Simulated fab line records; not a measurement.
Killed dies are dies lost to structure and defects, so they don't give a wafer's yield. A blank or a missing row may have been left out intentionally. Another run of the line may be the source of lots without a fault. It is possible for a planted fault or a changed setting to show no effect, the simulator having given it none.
fab line records + flow sky130
record
- lots=10
- wafers=29
- lastDay=50
route steps=708 shown LI_CONTACT@376 VIA3@594 METAL5@666
lots that met no fault: taken from a fault-free run of the same line
startH: start of the lot's first displayed wafer, in hours after the record's first day + waitH: hours elapsed since this lot's preceding step + " unchanged from the row above + L1.1+2: several wafers, shown together as one row + - no value present, or no start provided + * or withheld: withheld + < > ~ a bound
route shown NAME@n: names a module that has steps shown in the file, with the first one's number in the route + usual: mean and standard deviation over wafers with no fault + same: alike in all rows + chamber/n: place in a boat + sites: each site's reading + _std_site: the standard deviation of these + _edge_site: mean of outer sites minus mean of inner sites + radiusMm: how far each site lies from the wafer's centre + mask NAME#n: copy n + behind: the tool/chamber that last shaped the wafer + hold: reason for holding the lot/hours on hold/outcome of the hold + device: the n, p or np transistor that did not switch + end of line: the route-end tests of the same wafers + a step with no rows: only its recipe + killed: not the wafer's yield, but the dies lost to structure and defects at the first sort + map: a wafer's dies, marking killed ones x, the rest . and places with no die _
set.NAME: setting as actually run; set.NAME@STEP: the setting as run at that earlier step + model.NAME: the simulator's own value behind a step, which no gauge read
steps of the route over a sample of lots; a table a step, a row a wafer
services: when a tool's chamber went out of use (startH, in hours from the record's first day, below 0 if earlier), for how many hours, and the reason
## steps
# step SKY_LI_CONTACT_ETCH_14
# recipe
- chemistry=N2/H2
- target=BARC
- ionEnergyEv=200
- sourceW=500
- biasW=100
- pressureMtorr=30
- n2FlowSccm=100
- h2FlowSccm=200
- stopOn=SiO2
- timeS=45.9
- targetDepthA=600
# usual
- drypumpMotorCurrentA=5.8/0.41
- n2FlowSccm=100.02/0.3
- oesProductAu=0.855/0.0045
- throttleValvePct=13.223/0.0088
| lot.wafer | tool       | chamber | startH | waitH | drypumpMotorCurrentA | n2FlowSccm | oesProductAu | rfHoursCounterH | throttleValvePct |
|-----------|------------|---------|--------|-------|----------------------|------------|--------------|-----------------|------------------|
| L312.1    | rieDiel-02 | 1       | 676.00 | 0.0   | 4.7                  | 99.94      | 0.859        | 8               | 13.232           |
| L312.4    | "          | 2       | "      | "     | 6.2                  | 100.30     | 0.852        | 8               | 13.227           |
| L312.6    | "          | 3       | "      | "     | 5.9                  | 99.92      | 0.856        | -               | 13.215           |
| L313.4    | rieDiel-02 | 3       | 694.00 | 0.0   | 5.9                  | 99.85      | 0.856        | -               | 13.220           |
| L313.5    | "          | 1       | "      | "     | 4.8                  | 100.18     | 0.853        | -               | 13.226           |
| L313.6    | "          | 2       | "      | "     | 6.2                  | 99.89      | 0.854        | -               | 13.216           |
| L314.3    | rieDiel-03 | 1       | 701.79 | 0.0   | 5.9                  | 100.25     | 0.858        | 0               | 13.231           |
| L314.4    | "          | 3       | "      | "     | 5.6                  | 100.45     | 0.854        | -               | 13.229           |
| L314.5    | "          | 1       | "      | "     | 5.9                  | 99.84      | 0.854        | -               | 13.219           |
| L316.2    | rieDiel-03 | 3       | 710.50 | 0.0   | 5.6                  | 100.48     | 0.855        | 4               | 13.226           |
| L316.3    | "          | 1       | "      | "     | 5.9                  | 99.98      | 0.853        | 0               | 13.227           |
| L316.4    | "          | 0       | "      | "     | 6.4                  | 100.33     | 0.854        | 8               | 13.236           |
| L323.3    | rieDiel-01 | 2       | 761.28 | 0.0   | 5.5                  | 99.37      | 0.858        | 8               | 13.231           |
| L323.4    | "          | 0       | "      | "     | 6.4                  | 100.21     | 0.856        | 14              | 13.222           |
| L323.5    | "          | 2       | "      | "     | 5.6                  | 99.82      | 0.855        | -               | 13.227           |
| L324.1    | rieDiel-01 | 1       | 765.33 | 0.0   | 5.6                  | 100.36     | 0.857        | 6               | 13.205           |
| L324.3    | "          | 0       | "      | "     | 6.4                  | 99.47      | 0.855        | 14              | 13.220           |
| L324.4    | "          | 2       | "      | "     | 5.6                  | 100.34     | 0.859        | 8               | 13.210           |
| L325.2    | rieDiel-01 | 3       | 777.84 | 0.0   | 5.4                  | 100.38     | 0.853        | 9               | 13.237           |
| L325.3    | "          | 2       | "      | "     | 5.5                  | 100.00     | 0.855        | 9               | 13.232           |
| L325.4    | "          | 0       | "      | "     | 6.4                  | 99.99      | 0.861        | 14              | 13.227           |
| L327.3    | rieDiel-02 | 0       | 786.79 | 0.0   | 5.8                  | 100.17     | 0.853        | 2               | 13.226           |
| L327.6    | "          | 3       | "      | "     | 5.9                  | 99.75      | 0.857        | -               | 13.210           |
| L329.3    | rieDiel-03 | 1       | 809.40 | 0.0   | 5.9                  | 100.32     | 0.849        | 3               | 13.237           |
| L329.4    | "          | 2       | "      | "     | 5.7                  | 99.71      | 0.852        | -               | 13.241           |
| L329.6    | "          | 1       | "      | "     | 5.9                  | 100.11     | 0.862        | -               | 13.239           |
| L335.2    | rieDiel-02 | 0       | 851.74 | 0.0   | 5.8                  | 100.33     | 0.854        | 5               | 13.235           |
| L335.4    | "          | 1       | "      | "     | 4.7                  | 100.10     | 0.855        | 13              | 13.220           |
| L335.5    | "          | 0       | "      | "     | 5.8                  | 99.90      | 0.850        | -               | 13.213           |
# step SKY_LI_CONTACT_SPUTTER_20
# recipe
- material=TiN
- targetThkNm=20
- chamberPressurePa=5
- powerW=4000
- timeS=80
# usual
- throttleValvePct=29.9/1
| lot.wafer | tool          | chamber | startH | waitH | throttleValvePct |
|-----------|---------------|---------|--------|-------|------------------|
| L312.1    | pvdSputter-03 | -       | 676.50 | 0.0   | 30.0             |
| L312.4    | "             | -       | "      | "     | 30.8             |
| L312.6    | "             | -       | "      | "     | 30.4             |
| L313.4    | pvdSputter-02 | -       | 694.48 | 0.0   | 30.4             |
| L313.5    | "             | -       | "      | "     | 30.4             |
| L313.6    | "             | -       | "      | "     | 28.9             |
| L314.3    | pvdSputter-03 | -       | 702.31 | 0.0   | 30.1             |
| L314.4    | "             | -       | "      | "     | 28.7             |
| L314.5    | "             | -       | "      | "     | 30.0             |
| L316.2    | pvdSputter-04 | -       | 711.00 | 0.0   | 32.3             |
| L316.3    | "             | -       | "      | "     | 28.5             |
| L316.4    | "             | -       | "      | "     | 30.0             |
| L323.3    | pvdSputter-02 | -       | 761.77 | 0.0   | 29.0             |
| L323.4    | "             | -       | "      | "     | 30.6             |
| L323.5    | "             | -       | "      | "     | 29.0             |
| L324.1    | pvdSputter-02 | -       | 765.82 | 0.0   | 28.8             |
| L324.3    | "             | -       | "      | "     | 30.3             |
| L324.4    | "             | -       | "      | "     | 28.9             |
| L325.2    | pvdSputter-04 | -       | 778.36 | 0.0   | 28.6             |
| L325.3    | "             | -       | "      | "     | 29.9             |
| L325.4    | "             | -       | "      | "     | 29.7             |
| L327.3    | pvdSputter-02 | -       | 787.29 | 0.0   | 30.8             |
| L327.6    | "             | -       | "      | "     | 31.1             |
| L329.3    | pvdSputter-03 | -       | 809.90 | 0.0   | 28.7             |
| L329.4    | "             | -       | "      | "     | 30.0             |
| L329.6    | "             | -       | "      | "     | 30.1             |
| L335.2    | pvdSputter-02 | -       | 852.26 | 0.0   | 29.4             |
| L335.4    | "             | -       | "      | "     | 28.7             |
| L335.5    | "             | -       | "      | "     | 30.3             |
# step SKY_VIA3_CVD_21
# recipe
- material=W
- targetThkNm=390
- timeS=117.31
- tempC=400
- pressureTorr=40
# usual
- heaterPowerW=800/45
| lot.wafer | tool    | chamber | startH  | waitH | heaterPowerW |
|-----------|---------|---------|---------|-------|--------------|
| L312.1    | cvdW-02 | 1       | 928.23  | 0.0   | 756          |
| L312.4    | "       | 1       | "       | "     | 737          |
| L312.6    | "       | 1       | "       | "     | 733          |
| L313.4    | cvdW-02 | 0       | 944.03  | 0.1   | 827          |
| L313.5    | "       | 1       | "       | "     | 746          |
| L313.6    | "       | 0       | "       | "     | 835          |
| L314.3    | cvdW-02 | 0       | 948.94  | 0.1   | 858          |
| L314.4    | "       | 1       | "       | "     | 748          |
| L314.5    | "       | 1       | "       | "     | 752          |
| L316.2    | cvdW-02 | 1       | 956.85  | 0.0   | 730          |
| L316.3    | "       | 1       | "       | "     | 738          |
| L316.4    | "       | 0       | "       | "     | 827          |
| L323.3    | cvdW-02 | 1       | 1004.50 | 0.1   | 744          |
| L323.4    | "       | 0       | "       | "     | 837          |
| L323.5    | "       | 0       | "       | "     | 857          |
| L324.1    | cvdW-02 | 0       | 1008.16 | 0.0   | 831          |
| L324.3    | "       | 1       | "       | "     | 721          |
| L324.4    | "       | 0       | "       | "     | 838          |
| L325.2    | cvdW-02 | 0       | 1019.43 | 0.0   | 851          |
| L325.3    | "       | 1       | "       | "     | 729          |
| L325.4    | "       | 0       | "       | "     | 832          |
| L327.3    | cvdW-02 | 0       | 1025.31 | 0.1   | 830          |
| L327.6    | "       | 0       | "       | "     | 854          |
| L329.3    | cvdW-01 | 1       | 1045.59 | 0.1   | 813          |
| L329.4    | "       | 0       | "       | "     | 810          |
| L329.6    | "       | 0       | "       | "     | 791          |
| L335.2    | cvdW-01 | 0       | 1081.54 | 0.0   | 802          |
| L335.4    | "       | 0       | "       | "     | 817          |
| L335.5    | "       | 1       | "       | "     | 825          |
# step SKY_VIA3_RS_MEAS_22
# recipe
- thkMeasGauge=four-point-probe
- reads=W_of_VIA3_CVD_21+TiN_of_VIA3_SPUTTER_20
# usual
- VIA3_W_RS=0.2950/0.0024
| lot.wafer | tool         | chamber | startH  | waitH | VIA3_W_RS[ohm/sq] |
|-----------|--------------|---------|---------|-------|-------------------|
| L312.1    | filmMetro-03 | -       | 928.48  | 0.2   | 0.2940            |
| L312.4    | "            | -       | "       | "     | 0.2951            |
| L312.6    | "            | -       | "       | "     | 0.2921            |
| L313.4    | filmMetro-02 | -       | 944.18  | 0.1   | 0.2979            |
| L313.5    | "            | -       | "       | "     | 0.2932            |
| L313.6    | "            | -       | "       | "     | 0.2980            |
| L314.3    | filmMetro-03 | -       | 949.06  | 0.1   | 0.2904            |
| L314.4    | "            | -       | "       | "     | 0.2914            |
| L314.5    | "            | -       | "       | "     | 0.2927            |
| L316.2    | filmMetro-03 | -       | 957.00  | 0.1   | 0.2923            |
| L316.3    | "            | -       | "       | "     | 0.2953            |
| L316.4    | "            | -       | "       | "     | 0.2940            |
| L323.3    | filmMetro-04 | -       | 1004.62 | 0.1   | 0.2922            |
| L323.4    | "            | -       | "       | "     | 0.2928            |
| L323.5    | "            | -       | "       | "     | 0.2934            |
| L324.1    | filmMetro-03 | -       | 1008.28 | 0.1   | 0.2938            |
| L324.3    | "            | -       | "       | "     | 0.2303            |
| L324.4    | "            | -       | "       | "     | 0.2965            |
| L325.2    | filmMetro-04 | -       | 1019.57 | 0.1   | 0.2999            |
| L325.3    | "            | -       | "       | "     | 0.2330            |
| L325.4    | "            | -       | "       | "     | 0.2980            |
| L327.3    | filmMetro-02 | -       | 1025.44 | 0.1   | 0.2299            |
| L327.6    | "            | -       | "       | "     | 0.2287            |
| L329.3    | filmMetro-03 | -       | 1045.71 | 0.1   | 0.2904            |
| L329.4    | "            | -       | "       | "     | 0.2910            |
| L329.6    | "            | -       | "       | "     | 0.2940            |
| L335.2    | filmMetro-03 | -       | 1081.69 | 0.1   | 0.2943            |
| L335.4    | "            | -       | "       | "     | 0.2938            |
| L335.5    | "            | -       | "       | "     | 0.2969            |
# step SKY_VIA3_THK_MEAS_23
# recipe
- thkMeasGauge=xrf
- reads=W_of_VIA3_CVD_21
# usual
- VIA3_W_THK=386/6.1
| lot.wafer | tool         | chamber | startH  | waitH | VIA3_W_THK[nm] |
|-----------|--------------|---------|---------|-------|----------------|
| L312.1    | filmMetro-03 | -       | 928.60  | 0.1   | 395            |
| L312.4    | "            | -       | "       | "     | 390            |
| L312.6    | "            | -       | "       | "     | 394            |
| L313.4    | filmMetro-02 | -       | 944.27  | 0.1   | 377            |
| L313.5    | "            | -       | "       | "     | 380            |
| L313.6    | "            | -       | "       | "     | 376            |
| L314.3    | filmMetro-03 | -       | 949.16  | 0.1   | 391            |
| L314.4    | "            | -       | "       | "     | 390            |
| L314.5    | "            | -       | "       | "     | 387            |
| L316.2    | filmMetro-03 | -       | 957.11  | 0.1   | 391            |
| L316.3    | "            | -       | "       | "     | 385            |
| L316.4    | "            | -       | "       | "     | 387            |
| L323.3    | filmMetro-04 | -       | 1004.72 | 0.1   | 389            |
| L323.4    | "            | -       | "       | "     | 385            |
| L323.5    | "            | -       | "       | "     | 387            |
| L324.1    | filmMetro-03 | -       | 1008.40 | 0.1   | 390            |
| L324.3    | "            | -       | "       | "     | 498            |
| L324.4    | "            | -       | "       | "     | 385            |
| L325.2    | filmMetro-04 | -       | 1019.68 | 0.1   | 376            |
| L325.3    | "            | -       | "       | "     | 476            |
| L325.4    | "            | -       | "       | "     | 375            |
| L327.3    | filmMetro-02 | -       | 1025.54 | 0.1   | 478            |
| L327.6    | "            | -       | "       | "     | 474            |
| L329.3    | filmMetro-03 | -       | 1045.81 | 0.1   | 401            |
| L329.4    | "            | -       | "       | "     | 397            |
| L329.6    | "            | -       | "       | "     | 395            |
| L335.2    | filmMetro-03 | -       | 1081.80 | 0.1   | 394            |
| L335.4    | "            | -       | "       | "     | 394            |
| L335.5    | "            | -       | "       | "     | 394            |
# step SKY_VIA3_CMP_24
# recipe
- stopOn=SiO2
- tOverpolishS=20
- downForcePsi=3.5
- platenRpm=60
- targetThkNm=0
- padVelocityMS=0.94248
# usual
- motorCurrentA=11.4/1.4
- timeToEndpointS=95/3.8
| lot.wafer | tool   | chamber | startH  | waitH | motorCurrentA | timeToEndpointS |
|-----------|--------|---------|---------|-------|---------------|-----------------|
| L312.1    | cmp-02 | 2       | 928.71  | 0.1   | 11.7          | 86              |
| L312.4    | "      | 3       | "       | "     | 14.5          | 90              |
| L312.6    | "      | 2       | "       | "     | 12.0          | 85              |
| L313.4    | cmp-01 | 3       | 944.60  | 0.3   | 9.5           | 98              |
| L313.6    | "      | 1       | "       | "     | 10.7          | 99              |
| L313.5    | "      | 2       | "       | "     | 10.0          | 94              |
| L314.4    | cmp-01 | 0       | 949.30  | 0.1   | 11.2          | 93              |
| L314.3    | "      | 1       | "       | "     | 10.5          | 96              |
| L314.5    | "      | 2       | "       | "     | 9.8           | 93              |
| L316.4    | cmp-01 | 1       | 957.16  | 0.0   | 10.6          | 100             |
| L316.2    | "      | 2       | "       | "     | 10.1          | 98              |
| L316.3    | "      | 0       | "       | "     | 10.8          | 93              |
| L323.4    | cmp-02 | 2       | 1004.81 | 0.1   | 12.1          | 93              |
| L323.3    | "      | 0       | "       | "     | 13.4          | 102             |
| L323.5    | "      | 1       | "       | "     | 10.1          | 99              |
| L324.4    | cmp-02 | 1       | 1008.46 | 0.0   | 10.5          | 98              |
| L324.1    | "      | 2       | "       | "     | 12.0          | 90              |
| L324.3    | "      | 3       | "       | "     | 13.6          | 126             |
| L325.3    | cmp-01 | 3       | 1019.73 | 0.0   | 10.0          | 124             |
| L325.2    | "      | 0       | "       | "     | 11.4          | 95              |
| L325.4    | "      | 2       | "       | "     | 10.2          | 98              |
| L327.3    | cmp-02 | 1       | 1025.58 | 0.0   | 11.0          | 119             |
| L327.6    | "      | 2       | "       | "     | 11.7          | 114             |
| L329.3    | cmp-01 | 0       | 1045.85 | 0.0   | 11.3          | 95              |
| L329.4    | "      | 2       | "       | "     | 9.8           | 100             |
| L329.6    | "      | 1       | "       | "     | 10.8          | 102             |
| L335.4    | cmp-02 | 3       | 1081.90 | 0.1   | 14.3          | 98              |
| L335.2    | "      | 1       | "       | "     | 10.8          | 95              |
| L335.5    | "      | 2       | "       | "     | 12.0          | 88              |
# step SKY_METAL5_RS_MEAS_05
# recipe
- thkMeasGauge=four-point-probe
- reads=TiN_of_METAL5_SPUTTER_04+Ti_of_METAL5_SPUTTER_03+AlCu_of_METAL5_SPUTTER_02+TiN_of_METAL5_SPUTTER_01+Ti_of_METAL5_SPUTTER_00
# usual
- METAL5_ALCU_RS=0.0271/0.00035
| lot.wafer | tool         | chamber | startH  | waitH | METAL5_ALCU_RS[ohm/sq] |
|-----------|--------------|---------|---------|-------|------------------------|
| L312.1    | filmMetro-02 | -       | 1003.46 | 0.0   | 0.0273                 |
| L312.4    | "            | -       | "       | "     | 0.0274                 |
| L312.6    | "            | -       | "       | "     | 0.0278                 |
| L313.4    | filmMetro-01 | -       | 1019.83 | 0.1   | 0.0272                 |
| L313.5    | "            | -       | "       | "     | 0.0268                 |
| L313.6    | "            | -       | "       | "     | 0.0273                 |
| L314.3    | filmMetro-01 | -       | 1023.95 | 0.1   | 0.0263                 |
| L314.4    | "            | -       | "       | "     | 0.0267                 |
| L314.5    | "            | -       | "       | "     | 0.0264                 |
| L316.2    | filmMetro-01 | -       | 1031.73 | 0.0   | 0.0273                 |
| L316.3    | "            | -       | "       | "     | 0.0268                 |
| L316.4    | "            | -       | "       | "     | 0.0267                 |
| L323.3    | filmMetro-02 | -       | 1075.68 | 0.1   | 0.0267                 |
| L323.4    | "            | -       | "       | "     | 0.0269                 |
| L323.5    | "            | -       | "       | "     | 0.0270                 |
| L324.1    | filmMetro-04 | -       | 1080.30 | 0.0   | 0.0273                 |
| L324.3    | "            | -       | "       | "     | 0.0273                 |
| L324.4    | "            | -       | "       | "     | 0.0279                 |
| L325.2    | filmMetro-02 | -       | 1091.10 | 0.0   | 0.0270                 |
| L325.3    | "            | -       | "       | "     | 0.0274                 |
| L325.4    | "            | -       | "       | "     | 0.0271                 |
| L327.3    | filmMetro-02 | -       | 1095.97 | 0.1   | 0.0266                 |
| L327.6    | "            | -       | "       | "     | 0.0271                 |
| L329.3    | filmMetro-04 | -       | 1112.21 | 0.1   | 0.0274                 |
| L329.4    | "            | -       | "       | "     | 0.0269                 |
| L329.6    | "            | -       | "       | "     | 0.0270                 |
| L335.2    | filmMetro-04 | -       | 1145.46 | 0.0   | 0.0268                 |
| L335.4    | "            | -       | "       | "     | 0.0273                 |
| L335.5    | "            | -       | "       | "     | 0.0275                 |
## services
| tool          | chamber | startH  | hours | kind   |
|---------------|---------|---------|-------|--------|
| cmp-02        | -       | 654.00  | 3.6   | repair |
| cmp-02        | -       | 675.95  | 2.1   | repair |
| cmp-02        | -       | 689.82  | 7.6   | pm     |
| cmp-02        | -       | 705.61  | 0.2   | repair |
| cmp-01        | -       | 706.94  | 3.7   | repair |
| cvdW-02       | -       | 707.96  | 2.8   | pm     |
| cmp-01        | -       | 739.67  | 1.3   | repair |
| cmp-01        | -       | 744.00  | 4.0   | pm     |
| cvdW-02       | -       | 751.96  | 1.0   | repair |
| cmp-02        | -       | 754.97  | 1.1   | repair |
| cmp-02        | -       | 755.76  | 4.1   | repair |
| cvdW-02       | -       | 756.79  | 6.9   | pm     |
| pvdSputter-02 | -       | 788.49  | 2.3   | repair |
| cvdW-02       | 1       | 819.17  | 5.3   | repair |
| pvdSputter-02 | -       | 825.97  | 2.5   | repair |
| cvdW-02       | -       | 904.00  | 14.0  | pm     |
| cvdW-02       | 0       | 925.85  | 10.8  | repair |
| cmp-01        | -       | 966.31  | 6.5   | pm     |
| cmp-01        | -       | 999.58  | 1.9   | repair |
| cvdW-02       | -       | 1009.27 | 0.8   | repair |
| cmp-01        | -       | 1014.91 | 2.5   | repair |
| cmp-01        | -       | 1023.99 | 0.9   | repair |
| cvdW-02       | 0       | 1030.05 | 4.6   | repair |
| cvdW-02       | -       | 1038.38 | 9.4   | repair |
## key
firstSign
- step=SKY_VIA3_RS_MEAS_22
- reading=VIA3_W_RS
- direction=down
- sigmas=27
- usual=0.2950
- struck=0.2305
effect
- step=SKY_VIA3_THK_MEAS_23
- reading=VIA3_W_THK
- direction=up
- sigmas=16
- usual=386
- struck=482
effect
- step=SKY_VIA3_CMP_24
- reading=timeToEndpointS
- direction=up
- sigmas=6.8
- usual=*
- struck=*
metAt SKY_VIA3_CVD_21
struckLots L324,L325,L327
struckWafers L324.3,L325.3,L327.3,L327.6
notActingAt SKY_LI_CONTACT_ETCH_14,SKY_LI_CONTACT_SPUTTER_20,SKY_METAL5_RS_MEAS_05
onsetBetween 1004.50 1008.16
fault
- kind=processParameterDrift
- tool=cvdW-02
- chamber=-
- onsetH=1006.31
- steps=SKY_VIA3_CVD_21
- channel=targetThkNm
- offset=109.79
- shape=step
- endH=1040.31
- scope=struckWafersOnly
- actsIn=theseRecipesOnly
- stated=390
